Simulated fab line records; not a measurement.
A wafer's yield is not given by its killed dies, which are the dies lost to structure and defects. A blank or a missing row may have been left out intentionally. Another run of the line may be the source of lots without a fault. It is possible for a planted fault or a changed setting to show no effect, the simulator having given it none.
fab line records -- flow sky130
[record] lots = 11, wafers = 33, lastDay = 50
route steps=708 shown VIA2@521 METAL3@534 CAPM@539 PAD_OPEN@708
lots that met no fault: taken from a fault-free run of the same line
startH: hours from the record's first day to the start of the lot's first wafer shown -- waitH: how many hours have passed since the lot's step before this one -- " the same as in the row above -- L1.1+2: a single row standing in for several wafers -- - either no value or no given start -- * or withheld: withheld -- < > ~ a bound
route shown NAME@n: names a module that has steps shown in the file, with the first one's number in the route -- usual: average and standard deviation across the fault-free wafers -- same: alike in all rows -- chamber/n: place in a boat -- sites: per-site readings -- _std_site: the values' standard deviation -- _edge_site: the outer-site mean with the inner-site mean subtracted -- radiusMm: how far each site lies from the wafer's centre -- mask NAME#n: copy n -- behind: the tool/chamber that last shaped the wafer -- hold: why the lot was held/for how many hours/how that ended -- device: which transistor (n, p or np) failed to switch -- end of line: tests run on the same wafers once the route is complete -- where a step has no rows: the recipe by itself -- killed: the dies lost at the first sort to structure and to defects; this is not the yield of the wafer -- map: the dies of a wafer, with x for killed, . for not killed, _ for no die there
set.NAME: setting as actually run; set.NAME@STEP: the setting as run at that earlier step -- model.NAME: the simulator's own value behind a step, which no gauge read
route steps across a sampled set of lots; one table per step, one row per wafer
services: a tool's chamber out of use, with start hour (startH, from the record's first day; less than 0 if before it), hours out, and reason
[[steps]]
[step SKY_VIA2_ETCH_14]
[recipe] chemistry = N2/H2, target = BARC, ionEnergyEv = 200, sourceW = 500, biasW = 100, pressureMtorr = 30, n2FlowSccm = 100, h2FlowSccm = 200, stopOn = SiO2, timeS = 45.9, targetDepthA = 600
[usual] drypumpMotorCurrentA = 5.6/0.43, oesProductAu = 0.853/0.0044, throttleValvePct = 13.224/0.0081
lot.wafer,tool,chamber,startH,waitH,drypumpMotorCurrentA,oesProductAu,rfHoursCounterH,throttleValvePct
L987.2,rieDiel-01,0,879.26,0.0,5.5,0.861,6,13.228
L987.5,rieDiel-01,3,879.26,0.0,5.0,0.851,-,13.237
L987.6,rieDiel-01,0,879.26,0.0,5.5,0.858,-,13.221
L988.1,rieDiel-01,3,879.92,0.0,5.0,0.851,5,13.234
L988.3,rieDiel-01,0,879.92,0.0,5.5,0.856,6,13.226
L988.6,rieDiel-01,2,879.92,0.0,5.1,0.854,-,13.215
L991.3,rieDiel-02,1,908.86,0.0,6.0,0.849,16,13.218
L991.4,rieDiel-02,0,908.86,0.0,5.5,0.850,9,13.241
L991.5,rieDiel-02,0,908.86,0.0,5.5,0.848,-,13.228
L992.1,rieDiel-02,0,916.62,0.0,5.5,0.856,9,13.222
L992.4,rieDiel-02,3,916.62,0.0,5.6,0.854,14,13.223
L992.6,rieDiel-02,2,916.62,0.0,6.2,0.854,-,13.226
L993.1,rieDiel-01,3,918.72,0.0,5.0,0.854,6,13.224
L993.2,rieDiel-01,0,918.72,0.0,5.5,0.855,7,13.222
L993.4,rieDiel-01,0,918.72,0.0,5.5,0.856,-,13.209
L997.2,rieDiel-04,2,945.90,0.0,5.4,0.858,12,13.228
L997.3,rieDiel-04,1,945.90,0.0,4.8,0.863,16,13.237
L997.5,rieDiel-04,2,945.90,0.0,5.4,0.862,-,13.210
L998.1,rieDiel-01,3,953.06,0.0,5.0,0.852,6,13.224
L998.2,rieDiel-01,2,953.06,0.0,5.1,0.851,18,13.220
L998.3,rieDiel-01,0,953.06,0.0,5.5,0.849,9,13.225
L100.1,rieDiel-01,1,964.62,0.0,5.9,0.854,7,13.236
L100.2,rieDiel-01,2,964.62,0.0,5.1,0.850,18,13.241
L100.4,rieDiel-01,0,964.62,0.0,5.5,0.858,9,13.235
L102.2,rieDiel-01,0,980.92,0.0,5.5,0.848,10,13.223
L102.3,rieDiel-01,1,980.92,0.0,5.9,0.852,8,13.214
L102.6,rieDiel-01,1,980.92,0.0,5.9,0.851,-,13.218
L103.1,rieDiel-04,0,988.97,0.0,5.1,0.850,22,13.209
L103.2,rieDiel-04,3,988.97,0.0,6.2,0.848,18,13.214
L103.3,rieDiel-04,2,988.97,0.0,5.4,0.859,13,13.212
L106.1,rieDiel-02,1,1003.30,0.0,6.0,0.856,18,13.230
L106.3,rieDiel-02,2,1003.30,0.0,6.2,0.851,4,13.224
L106.4,rieDiel-02,3,1003.30,0.0,5.6,0.851,16,13.227
[step SKY_METAL3_SPUTTER_02]
[recipe] material = AlCu, targetThkNm = 735, powerW = 10600, timeS = 39.1, chamberPressurePa = 0.4
[usual] cathodeDcPowerW = 10600/1.8, chamberPressurePa = 0.4002/0.00075, throttleValvePct = 29.7/0.66
lot.wafer,tool,chamber,startH,waitH,cathodeDcPowerW,chamberPressurePa,throttleValvePct
L987.2,pvdSputter-02,-,880.68,0.0,10598,0.3996,29.1
L987.5,pvdSputter-02,-,880.68,0.0,10600,0.4008,29.7
L987.6,pvdSputter-02,-,880.68,0.0,10598,0.4010,30.7
L988.1,pvdSputter-04,-,881.41,0.0,10597,0.3996,30.6
L988.3,pvdSputter-04,-,881.41,0.0,10599,0.4013,29.9
L988.6,pvdSputter-04,-,881.41,0.0,10599,0.4015,29.8
L991.3,pvdSputter-04,-,910.32,0.0,10602,0.3993,30.3
L991.4,pvdSputter-04,-,910.32,0.0,10599,0.4004,30.1
L991.5,pvdSputter-04,-,910.32,0.0,10601,0.4011,30.0
L992.1,pvdSputter-03,-,918.18,0.0,10598,0.4001,28.7
L992.4,pvdSputter-03,-,918.18,0.0,10601,0.4006,30.0
L992.6,pvdSputter-03,-,918.18,0.0,10599,0.4008,28.6
L993.1,pvdSputter-02,-,920.17,0.0,10601,0.4006,28.9
L993.2,pvdSputter-02,-,920.17,0.0,10598,0.4000,30.8
L993.4,pvdSputter-02,-,920.17,0.0,10602,0.4000,29.6
L997.2,pvdSputter-04,-,947.32,0.0,-,-,-
L997.3,pvdSputter-04,-,947.32,0.0,-,-,-
L997.5,pvdSputter-04,-,947.32,0.0,-,-,-
L998.1,pvdSputter-04,-,954.48,0.0,-,-,-
L998.2,pvdSputter-04,-,954.48,0.0,-,-,-
L998.3,pvdSputter-04,-,954.48,0.0,-,-,-
L100.1,pvdSputter-02,-,966.04,0.0,10600,0.3997,28.9
L100.2,pvdSputter-02,-,966.04,0.0,10601,0.3988,30.0
L100.4,pvdSputter-02,-,966.04,0.0,10598,0.3996,30.9
L102.2,pvdSputter-03,-,982.34,0.0,10598,0.4000,29.6
L102.3,pvdSputter-03,-,982.34,0.0,10601,0.4007,29.6
L102.6,pvdSputter-03,-,982.34,0.0,10600,0.3988,28.7
L103.1,pvdSputter-04,-,990.39,0.0,10600,0.3991,30.3
L103.2,pvdSputter-04,-,990.39,0.0,10601,0.4013,28.9
L103.3,pvdSputter-04,-,990.39,0.0,10600,0.3997,29.4
L106.1,pvdSputter-04,-,1004.73,0.0,10602,0.3993,30.0
L106.3,pvdSputter-04,-,1004.73,0.0,10600,0.4003,29.1
L106.4,pvdSputter-04,-,1004.73,0.0,10602,0.3993,30.5
[step SKY_METAL3_SPUTTER_04]
[recipe] material = TiN, targetThkNm = 70, powerW = 6500, timeS = 58.3, chamberPressurePa = 0.4
[usual] cathodeDcPowerW = 6499.9/1.1, chamberPressurePa = 0.4000/0.00088, throttleValvePct = 29.7/0.66
lot.wafer,tool,chamber,startH,waitH,cathodeDcPowerW,chamberPressurePa,throttleValvePct
L987.2,pvdSputter-02,-,880.74,0.0,6500.2,0.4008,29.0
L987.5,pvdSputter-02,-,880.74,0.0,6499.1,0.4000,29.9
L987.6,pvdSputter-02,-,880.74,0.0,6498.9,0.3993,31.2
L988.1,pvdSputter-04,-,881.47,0.0,6500.5,0.4001,30.5
L988.3,pvdSputter-04,-,881.47,0.0,6499.8,0.4012,29.8
L988.6,pvdSputter-04,-,881.47,0.0,6499.9,0.4000,30.0
L991.3,pvdSputter-04,-,910.37,0.0,6500.4,0.4006,30.5
L991.4,pvdSputter-04,-,910.37,0.0,6500.7,0.3984,30.0
L991.5,pvdSputter-04,-,910.37,0.0,6499.1,0.3997,29.8
L992.1,pvdSputter-03,-,918.24,0.0,6499.5,0.3993,28.8
L992.4,pvdSputter-03,-,918.24,0.0,6498.8,0.3982,29.6
L992.6,pvdSputter-03,-,918.24,0.0,6500.5,0.3996,28.4
L993.1,pvdSputter-02,-,920.23,0.0,6498.2,0.4020,28.7
L993.2,pvdSputter-02,-,920.23,0.0,6498.5,0.3993,31.1
L993.4,pvdSputter-02,-,920.23,0.0,6498.9,0.3988,29.8
L997.2,pvdSputter-04,-,947.38,0.0,6500.3,0.3997,29.4
L997.3,pvdSputter-04,-,947.38,0.0,6499.3,0.4001,30.4
L997.5,pvdSputter-04,-,947.38,0.0,6501.3,0.3988,29.4
L998.1,pvdSputter-04,-,954.54,0.0,6500.0,0.4001,29.5
L998.2,pvdSputter-04,-,954.54,0.0,6499.2,0.3998,29.9
L998.3,pvdSputter-04,-,954.54,0.0,6497.4,0.3989,30.3
L100.1,pvdSputter-02,-,966.09,0.0,6500.5,0.4010,28.8
L100.2,pvdSputter-02,-,966.09,0.0,6500.9,0.3994,29.9
L100.4,pvdSputter-02,-,966.09,0.0,6500.2,0.4011,30.8
L102.2,pvdSputter-03,-,982.39,0.0,6498.5,0.3997,29.5
L102.3,pvdSputter-03,-,982.39,0.0,6499.6,0.4018,29.7
L102.6,pvdSputter-03,-,982.39,0.0,6499.9,0.3996,29.0
L103.1,pvdSputter-04,-,990.44,0.0,6500.2,0.3998,30.5
L103.2,pvdSputter-04,-,990.44,0.0,6498.4,0.3980,29.1
L103.3,pvdSputter-04,-,990.44,0.0,6500.7,0.4020,29.2
L106.1,pvdSputter-04,-,1004.78,0.0,6499.4,0.3996,29.9
L106.3,pvdSputter-04,-,1004.78,0.0,6501.8,0.3992,29.3
L106.4,pvdSputter-04,-,1004.78,0.0,6502.3,0.3992,30.3
[step SKY_CAPM_SPUTTER_02]
[recipe] material = TiN, targetThkNm = 200, tempC = 300, powerW = 6500, timeS = 166.7, chamberPressurePa = 0.4
[usual] cathodeDcPowerW = 6500.0/1.3, chamberPressurePa = 0.4000/0.00083, substrateTempC = 299.99/0.19, susceptorTempC = 299.97/0.19, throttleValvePct = 29.8/1.1
lot.wafer,tool,chamber,startH,waitH,cathodeDcPowerW,chamberPressurePa,substrateTempC,susceptorTempC,throttleValvePct
L987.2,pvdSputter-01,-,880.87,0.0,6499.3,0.4009,299.59,299.95,28.6
L987.5,pvdSputter-01,-,880.87,0.0,6499.5,0.4013,299.96,299.73,29.5
L987.6,pvdSputter-01,-,880.87,0.0,6499.7,0.3983,299.86,300.06,29.8
L988.1,pvdSputter-02,-,881.60,0.1,6498.9,0.4011,299.85,299.60,28.8
L988.3,pvdSputter-02,-,881.60,0.1,6499.8,0.4000,299.73,300.12,30.3
L988.6,pvdSputter-02,-,881.60,0.1,6499.2,0.3996,300.03,299.79,30.5
L991.3,pvdSputter-03,-,910.51,0.0,6502.6,0.3988,300.22,299.93,29.1
L991.4,pvdSputter-03,-,910.51,0.0,6499.9,0.3996,300.17,300.18,29.5
L991.5,pvdSputter-03,-,910.51,0.0,6498.6,0.3993,300.15,299.84,29.8
L992.1,pvdSputter-01,-,918.38,0.1,6499.4,0.3989,300.16,300.15,32.5
L992.4,pvdSputter-01,-,918.38,0.1,6498.5,0.4004,299.93,300.06,29.5
L992.6,pvdSputter-01,-,918.38,0.1,6501.9,0.4001,300.23,300.07,29.7
L993.1,pvdSputter-03,-,920.36,0.1,6501.7,0.4001,300.30,299.80,29.1
L993.2,pvdSputter-03,-,920.36,0.1,6503.0,0.3998,300.33,299.76,28.6
L993.4,pvdSputter-03,-,920.36,0.1,6499.9,0.4015,299.93,300.09,29.8
L997.2,pvdSputter-01,-,947.51,0.0,6500.0,0.4002,299.82,299.80,29.8
L997.3,pvdSputter-01,-,947.51,0.0,6499.7,0.4002,299.84,300.20,28.4
L997.5,pvdSputter-01,-,947.51,0.0,6498.0,0.3997,300.23,300.09,28.7
L998.1,pvdSputter-01,-,954.67,0.1,6500.7,0.4013,299.96,299.85,28.6
L998.2,pvdSputter-01,-,954.67,0.1,6501.3,0.4010,299.70,299.95,29.5
L998.3,pvdSputter-01,-,954.67,0.1,6498.9,0.3992,299.80,299.95,32.2
L100.1,pvdSputter-01,-,966.22,0.1,6499.6,0.4018,299.97,299.92,29.6
L100.2,pvdSputter-01,-,966.22,0.1,6500.3,0.3992,300.10,299.85,29.4
L100.4,pvdSputter-01,-,966.22,0.1,6502.3,0.4005,299.82,300.04,28.5
L102.2,pvdSputter-01,-,982.53,0.0,6502.0,0.3994,300.25,300.24,28.4
L102.3,pvdSputter-01,-,982.53,0.0,6500.8,0.3980,299.79,300.00,29.7
L102.6,pvdSputter-01,-,982.53,0.0,6498.9,0.4010,300.25,300.25,29.5
L103.1,pvdSputter-01,-,990.58,0.1,6499.8,0.3994,299.83,299.81,28.7
L103.2,pvdSputter-01,-,990.58,0.1,6499.6,0.3998,299.85,299.78,29.7
L103.3,pvdSputter-01,-,990.58,0.1,6496.7,0.4002,299.74,299.77,32.2
L106.1,pvdSputter-02,-,1004.92,0.1,6500.0,0.4004,299.95,299.37,30.3
L106.3,pvdSputter-02,-,1004.92,0.1,6499.7,0.4004,300.05,300.06,28.9
L106.4,pvdSputter-02,-,1004.92,0.1,6499.8,0.3998,299.97,299.68,30.9
[step SKY_PAD_OPEN_PROBE_99]
[usual] defectLimitedYield = 82.6/1.9, killed_at_M0_to_M3 = 43/6.9, killed_at_M4_up = 3.2/2, killedAtContacts = 25/5.1, killedAtFrontEnd = 15/4.5, killedAtOther = 0.2/0.51, killedDies = 85/9.5, killedOnRim = 16/3.7, killedOpen = 48/6.9, killedShort = 38/6.7, sort_bin_3_pad_short = 0.8/0.4, sort_bin_5_function = 10.2/1.6, sort_bin_6_memory = 6.4/1.1, sortNPass = 407/9.5, sortYieldPct = 82.6/1.9
[same] grossDies = 492, killedAtBackSide = 0, sort_bin_4_leakage[%] = 0, sort_bin_8_speed[%] = 0
lot.wafer,tool,chamber,startH,waitH,defectLimitedYield[%],killed_at_M0_to_M3,killed_at_M4_up,killedAtContacts,killedAtFrontEnd,killedAtOther,killedDies,killedOnRim,killedOpen,killedShort,sort_bin_3_pad_short[%],sort_bin_5_function[%],sort_bin_6_memory[%],sortNPass,sortYieldPct[%]
L992.1,prober-01,-,1129.66,0.1,84.6,41,2,21,12,0,76,13,44,32,0.8,8.1,6.5,416,84.6
L992.4,prober-01,-,1129.81,0.2,82.7,46,2,26,11,0,85,10,51,34,0.6,10.4,6.3,407,82.7
L992.6,prober-01,-,1129.91,0.2,85.0,35,1,26,12,0,74,15,40,34,0.4,8.7,5.9,418,85.0
L993.1,prober-02,-,1132.22,0.1,84.3,36,0,26,13,2,77,13,41,36,0.4,9.3,5.9,415,84.3
L993.2,prober-02,-,1132.27,0.1,83.7,40,6,19,15,0,80,11,41,39,0.2,10.6,5.5,412,83.7
L993.4,prober-02,-,1132.37,0.2,84.8,37,2,23,13,0,75,14,49,26,0.4,8.9,5.9,417,84.8
L997.2,prober-02,-,1152.52,0.1,0,464,1,16,10,1,492,96,31,36,1.0,93.5,5.5,0,0
L997.3,prober-02,-,1152.57,0.2,0,447,2,29,14,0,492,96,56,32,1.0,93.9,5.1,0,0
L997.5,prober-02,-,1152.67,0.2,0,465,6,14,7,0,492,96,41,33,0.4,93.5,6.1,0,0
L998.1,prober-01,-,1159.22,0.1,0,455,1,24,11,1,492,96,38,49,0.6,91.7,7.7,0,0
L998.2,prober-01,-,1159.27,0.1,0,459,2,22,9,0,492,96,48,35,1.6,92.3,6.1,0,0
L998.3,prober-01,-,1159.32,0.2,0,457,1,24,10,0,492,96,47,41,0.8,93.3,5.9,0,0
L102.2,prober-01,-,1178.01,0.1,82.9,57,2,14,11,0,84,17,45,39,0.2,10.0,6.9,408,82.9
L102.3,prober-01,-,1178.06,0.2,81.9,46,8,21,14,0,89,15,40,49,0.8,11.6,5.7,403,81.9
L102.6,prober-01,-,1178.21,0.2,84.1,38,2,28,9,1,78,12,47,31,1.0,8.5,6.3,414,84.1
L103.1,prober-02,-,1183.37,0.1,82.1,44,2,28,14,0,88,13,41,47,1.0,11.2,5.7,404,82.1
L103.2,prober-02,-,1183.42,0.1,82.7,37,7,26,14,1,85,15,46,39,0.2,11.2,5.9,407,82.7
L103.3,prober-02,-,1183.47,0.2,81.1,42,4,28,19,0,93,16,59,34,0.8,10.6,7.5,399,81.1
// killed by level:class
L992.1 CONTACT:geometricParticle:open=13 VIA1:geometricParticle:open=10 METAL2:geometricParticle:short=7 VIA1:geometricParticle:short=6 METAL1:geometricParticle:short=6 VIA2:geometricParticle:open=6 FIELD_ISO:geometricParticle:open=3 LI_CONTACT:geometricParticle:open=3
L992.4 VIA1:geometricParticle:open=11 CONTACT:geometricParticle:open=10 VIA3:geometricParticle:open=8 LI_CONTACT:geometricParticle:open=7 METAL2:geometricParticle:short=6 VIA2:geometricParticle:open=5 POLY_GATE:geometricParticle:short=4 VIA1:geometricParticle:short=4
L992.6 VIA1:geometricParticle:open=14 CONTACT:geometricParticle:open=9 LOCAL_INTERCONNECT:geometricParticle:short=8 CONTACT:geometricParticle:short=5 VIA1:geometricParticle:short=5 POLY_GATE:geometricParticle:open=4 FIELD_ISO:geometricParticle:open=3 VIA2:geometricParticle:open=3
L993.1 VIA1:geometricParticle:open=10 METAL2:geometricParticle:short=8 LI_CONTACT:geometricParticle:open=7 CONTACT:geometricParticle:open=7 FIELD_ISO:geometricParticle:short=6 LOCAL_INTERCONNECT:geometricParticle:short=6 VIA2:geometricParticle:open=5 POLY_GATE:geometricParticle:open=4
L993.2 VIA1:geometricParticle:open=10 CONTACT:geometricParticle:open=8 METAL1:geometricParticle:short=6 LI_CONTACT:geometricParticle:open=5 VIA1:geometricParticle:short=5 FIELD_ISO:geometricParticle:open=4 FIELD_ISO:geometricParticle:short=4 VIA2:geometricParticle:open=4
L993.4 CONTACT:geometricParticle:open=12 LI_CONTACT:geometricParticle:open=8 VIA1:geometricParticle:open=7 VIA2:geometricParticle:open=6 METAL2:geometricParticle:short=5 POLY_GATE:geometricParticle:open=4 VIA3:geometricParticle:open=4 VIA1:geometricParticle:short=4
L997.2 METAL3:areaSputter=425 METAL2:geometricParticle:short=9 CONTACT:geometricParticle:open=6 LOCAL_INTERCONNECT:geometricParticle:short=5 VIA1:geometricParticle:short=5 POLY_GATE:geometricParticle:open=4 VIA2:geometricParticle:open=4 LI_CONTACT:geometricParticle:open=4
L997.3 METAL3:areaSputter=404 VIA1:geometricParticle:open=15 CONTACT:geometricParticle:open=12 VIA3:geometricParticle:open=8 LI_CONTACT:geometricParticle:open=8 METAL2:geometricParticle:short=6 FIELD_ISO:geometricParticle:open=4 FIELD_ISO:geometricParticle:short=3
L997.5 METAL3:areaSputter=418 VIA1:geometricParticle:open=11 VIA1:geometricParticle:short=7 VIA3:geometricParticle:open=6 CONTACT:geometricParticle:open=5 METAL2:geometricParticle:short=5 VIA2:geometricParticle:open=5 FIELD_ISO:geometricParticle:open=4
L998.1 METAL3:areaSputter=405 VIA3:geometricParticle:open=8 VIA1:geometricParticle:short=7 CONTACT:geometricParticle:short=7 VIA2:geometricParticle:open=7 LI_CONTACT:geometricParticle:open=6 METAL2:geometricParticle:short=6 VIA2:geometricParticle:short=5
L998.2 METAL3:areaSputter=409 LI_CONTACT:geometricParticle:open=9 VIA1:geometricParticle:open=9 VIA1:geometricParticle:short=8 VIA3:geometricParticle:open=7 CONTACT:geometricParticle:open=6 METAL1:geometricParticle:short=6 METAL2:geometricParticle:short=5
L998.3 METAL3:areaSputter=404 VIA1:geometricParticle:open=12 CONTACT:geometricParticle:open=11 METAL2:geometricParticle:short=9 METAL1:geometricParticle:short=8 VIA3:geometricParticle:open=7 LI_CONTACT:geometricParticle:open=5 VIA1:geometricParticle:short=5
L102.2 VIA3:geometricParticle:open=10 METAL1:geometricParticle:short=8 METAL2:geometricParticle:short=8 VIA1:geometricParticle:open=7 VIA1:geometricParticle:short=6 VIA2:geometricParticle:open=6 FIELD_ISO:geometricParticle:open=5 LI_CONTACT:geometricParticle:open=5
L102.3 VIA1:geometricParticle:open=10 CONTACT:geometricParticle:open=7 METAL1:geometricParticle:short=7 VIA2:geometricParticle:open=6 METAL4:geometricParticle:short=6 FIELD_ISO:geometricParticle:short=5 POLY_GATE:geometricParticle:short=5 VIA3:geometricParticle:short=5
L102.6 LI_CONTACT:geometricParticle:open=12 VIA1:geometricParticle:open=12 CONTACT:geometricParticle:open=9 METAL2:geometricParticle:short=6 METAL1:geometricParticle:short=5 VIA2:geometricParticle:open=4 POLY_GATE:geometricParticle:short=3 CONTACT:geometricParticle:short=3
L103.1 VIA1:geometricParticle:open=8 CONTACT:geometricParticle:short=8 VIA1:geometricParticle:short=8 CONTACT:geometricParticle:open=7 LI_CONTACT:geometricParticle:open=6 VIA3:geometricParticle:open=6 LOCAL_INTERCONNECT:geometricParticle:short=6 METAL1:geometricParticle:short=6
L103.2 CONTACT:geometricParticle:open=10 VIA1:geometricParticle:open=9 FIELD_ISO:geometricParticle:open=6 LOCAL_INTERCONNECT:geometricParticle:short=6 METAL4:geometricParticle:short=6 VIA1:geometricParticle:short=5 VIA3:geometricParticle:open=5 LI_CONTACT:geometricParticle:open=4
L103.3 CONTACT:geometricParticle:open=16 VIA1:geometricParticle:open=9 VIA3:geometricParticle:open=6 VIA2:geometricParticle:open=6 FIELD_ISO:geometricParticle:open=5 LI_CONTACT:geometricParticle:open=5 CONTACT:geometricParticle:short=5 METAL3:geometricParticle:short=5
[[services]]
tool,chamber,startH,hours,kind
pvdSputter-02,-,875.26,0.9,repair
rieDiel-04,1,878.44,28.3,repair
pvdSputter-02,-,899.75,14.9,repair
rieDiel-02,2,900.87,2.8,repair
rieDiel-01,1,913.32,3.2,repair
rieDiel-01,2,913.47,8.1,repair
rieDiel-01,3,919.15,2.7,repair
rieDiel-01,1,922.89,17.5,repair
rieDiel-01,3,928.37,6.5,repair
rieDiel-04,-,933.53,2.8,pm
rieDiel-04,-,937.51,0.9,repair
pvdSputter-04,3,938.79,-,consumableReplace:kit
pvdSputter-04,3,938.79,18.0,scheduledDown
pvdSputter-04,3,938.79,18.0,ventCycle
pvdSputter-04,-,957.61,5.4,repair
rieDiel-02,-,962.77,14.6,pm
pvdSputter-02,-,977.21,2.0,repair
pvdSputter-04,-,1001.08,3.2,repair
[[key]]
[firstSign] step = SKY_METAL3_SPUTTER_02, reading = toolRecord, direction = missing
[effect] step = SKY_PAD_OPEN_PROBE_99, reading = killed_at_M0_to_M3, direction = up, sigmas = 60, usual = 43, struck = 458
[moreKillsBornAt] SKY_METAL3_SPUTTER_02@pvdSputter-04 = 2465
metAt SKY_METAL3_SPUTTER_02
struckLots L997,L998
laterRowsLeftOut L997.2,L997.3,L997.5,L998.1,L998.2,L998.3
notActingAt SKY_VIA2_ETCH_14,SKY_METAL3_SPUTTER_04,SKY_CAPM_SPUTTER_02
onsetBetween 910.32 947.32
[fault] kind = skippedStepWhole, tool = pvdSputter-04, chamber = -, onsetH = 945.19, steps = SKY_METAL3_SPUTTER_02, scope = struckLotsOnly
// laterRowsLeftOut: the simulator's readings of these wafers behind a module that went badly wrong aren't trusted and aren't shown, but for the sort
